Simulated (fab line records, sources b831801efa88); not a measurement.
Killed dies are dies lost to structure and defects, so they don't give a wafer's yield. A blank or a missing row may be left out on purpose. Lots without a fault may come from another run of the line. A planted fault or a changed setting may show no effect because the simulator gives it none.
Which tool did it? | flow sky130 | 11 lots, 33 wafers sampled, at 2 steps of a route of 708

WHAT THE GAUGES READ, wafer by wafer
SKY_METAL3_CD_MEAS_13: target cd 300 nm.
lot  | measured     | on        | cd_nm (nm)
L528 | day 39 00:28 | cd_sem-01 | 299.9 301.0 300.3
L532 | day 40 05:31 | cd_sem-01 | 299.2 298.4 299.1
L533 | day 40 17:28 | cd_sem-02 | 299.4 299.2 300.0
L535 | day 41 01:17 | cd_sem-01 | 298.5 300.4 298.3
L536 | day 41 09:31 | cd_sem-01 | 299.6 299.9 299.6
L537 | day 41 17:56 | cd_sem-01 | 301.8 299.8 300.0
L538 | day 41 23:55 | cd_sem-02 | 301.6 300.6 301.1
L539 | day 42 08:28 | cd_sem-02 | 302.6 302.2 300.8
L541 | day 42 17:37 | cd_sem-01 | 302.0 301.9 299.9
L545 | day 43 16:44 | cd_sem-02 | 297.8 299.3 299.2
L550 | day 45 09:44 | cd_sem-01 | 300.0 300.1 299.4

WHICH TOOL RAN EACH LOT (tool, then ch and the chambers of the sampled wafers, then the start)
lot  | SKY_METAL3_SPUTTER_02
L528 | pvd_sputter-04, day 36 21:07
L532 | pvd_sputter-04, day 38 02:57
L533 | pvd_sputter-01, day 38 14:38
L535 | pvd_sputter-04, day 38 22:40
L536 | pvd_sputter-04, day 39 07:09
L537 | pvd_sputter-02, day 39 15:23
L538 | pvd_sputter-04, day 39 23:10
L539 | pvd_sputter-02, day 40 08:57
L541 | pvd_sputter-04, day 40 16:38
L545 | pvd_sputter-01, day 41 17:14
L550 | pvd_sputter-02, day 43 12:45
- SKY_METAL3_SPUTTER_02: material AlCu, target thk 735 nm, time 39.1 s.

THE ANSWER, worked out from the rows above alone
Rule: what is usual is taken from the lots themselves. Put in order of their means at a reading, lots are off if they are a third of the lots or fewer, leave a main group of 4 or more, and stand apart from it by a gap of 3 or more times the standard deviation of the main group's means; of several such gaps the widest counts. A main group whose means are all the same, to the digits that the tables above print for the reading, isn't used. A lot without any number at a reading at which 4 lots or more have one is off too. The other lots that the step has rows for count as sound.
No lot is off at any reading shown: from this, nothing can be told.

WHAT THE SIMULATOR HAD PUT IN
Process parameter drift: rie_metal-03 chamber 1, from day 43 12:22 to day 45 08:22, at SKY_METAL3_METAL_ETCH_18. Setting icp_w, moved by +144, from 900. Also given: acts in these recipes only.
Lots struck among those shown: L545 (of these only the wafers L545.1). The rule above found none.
